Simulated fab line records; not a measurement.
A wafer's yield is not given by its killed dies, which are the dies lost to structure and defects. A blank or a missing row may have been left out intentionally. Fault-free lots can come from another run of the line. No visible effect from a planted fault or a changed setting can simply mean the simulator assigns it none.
Matching of chambers || flow gf180mcu || cmp-02 running GF_V1_CMP_04: 4 sister chambers
The step polishes SiO2. 8 wafers are shown with their chamber, then 9 later ones without.

WAFERS WITH THEIR CHAMBER
{"wafer": "L385.3", "chamber": 3, "motorCurrentA (A)": 13.9, "edgeZonePressureFrac": 1.002}
{"wafer": "L388.1", "chamber": 1, "motorCurrentA (A)": 14.6, "edgeZonePressureFrac": 0.990}
{"wafer": "L388.6", "chamber": 0, "motorCurrentA (A)": 9.8, "edgeZonePressureFrac": 1.002}
{"wafer": "L389.3", "chamber": 3, "motorCurrentA (A)": 13.7, "edgeZonePressureFrac": 1.000}
{"wafer": "L389.6", "chamber": 2, "motorCurrentA (A)": 10.3, "edgeZonePressureFrac": 0.998}
{"wafer": "L395.3", "chamber": 2, "motorCurrentA (A)": 10.6, "edgeZonePressureFrac": 1.003}
{"wafer": "L395.5", "chamber": 0, "motorCurrentA (A)": 10.0, "edgeZonePressureFrac": 1.008}
{"wafer": "L395.6", "chamber": 1, "motorCurrentA (A)": 15.0, "edgeZonePressureFrac": 0.998}

WAFERS WITHOUT THEIR CHAMBER
{"wafer": "L396.1", "motorCurrentA (A)": 10.4, "edgeZonePressureFrac": 0.998}
{"wafer": "L396.2", "motorCurrentA (A)": 13.3, "edgeZonePressureFrac": 0.994}
{"wafer": "L396.6", "motorCurrentA (A)": 14.0, "edgeZonePressureFrac": 1.001}
{"wafer": "L399.2", "motorCurrentA (A)": 10.5, "edgeZonePressureFrac": 0.996}
{"wafer": "L399.4", "motorCurrentA (A)": 9.6, "edgeZonePressureFrac": 1.000}
{"wafer": "L399.5", "motorCurrentA (A)": 10.8, "edgeZonePressureFrac": 0.996}
{"wafer": "L400.1", "motorCurrentA (A)": 9.5, "edgeZonePressureFrac": 0.998}
{"wafer": "L400.3", "motorCurrentA (A)": 13.8, "edgeZonePressureFrac": 1.009}
{"wafer": "L400.5", "motorCurrentA (A)": 10.3, "edgeZonePressureFrac": 0.993}

EACH ONE'S CHAMBER
{"wafer": "L396.1", "from the rows above": 2, "in truth": 2}
{"wafer": "L396.2", "from the rows above": 3, "in truth": 3}
{"wafer": "L396.6", "from the rows above": 3, "in truth": 3}
{"wafer": "L399.2", "from the rows above": 2, "in truth": 2}
{"wafer": "L399.4", "from the rows above": 0, "in truth": 0}
{"wafer": "L399.5", "from the rows above": 2, "in truth": 2}
{"wafer": "L400.1", "from the rows above": 0, "in truth": 0}
{"wafer": "L400.3", "from the rows above": 3, "in truth": 3}
{"wafer": "L400.5", "from the rows above": "can't be placed: 2 or 0", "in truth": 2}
Placed correctly: 8 of 9. Can't be placed from these rows: 1 (the true chamber is among the candidates in 1). 0 placed wrongly.
How it was worked out, from the rows above alone: a wafer's distance from a chamber is the root of the sum, over the readings, of the square of ((its reading less the chamber's mean) divided by the reading's scatter). If the next closest chamber is less than 2 further off than the closest, the wafer can't be placed; otherwise it belongs to the closest. The mean given for a chamber averages the wafers shown for that chamber. The scatter: take each reading less its chamber's mean, square it, sum over the shown wafers, divide by the number of wafers less the number of chambers, and take the root.
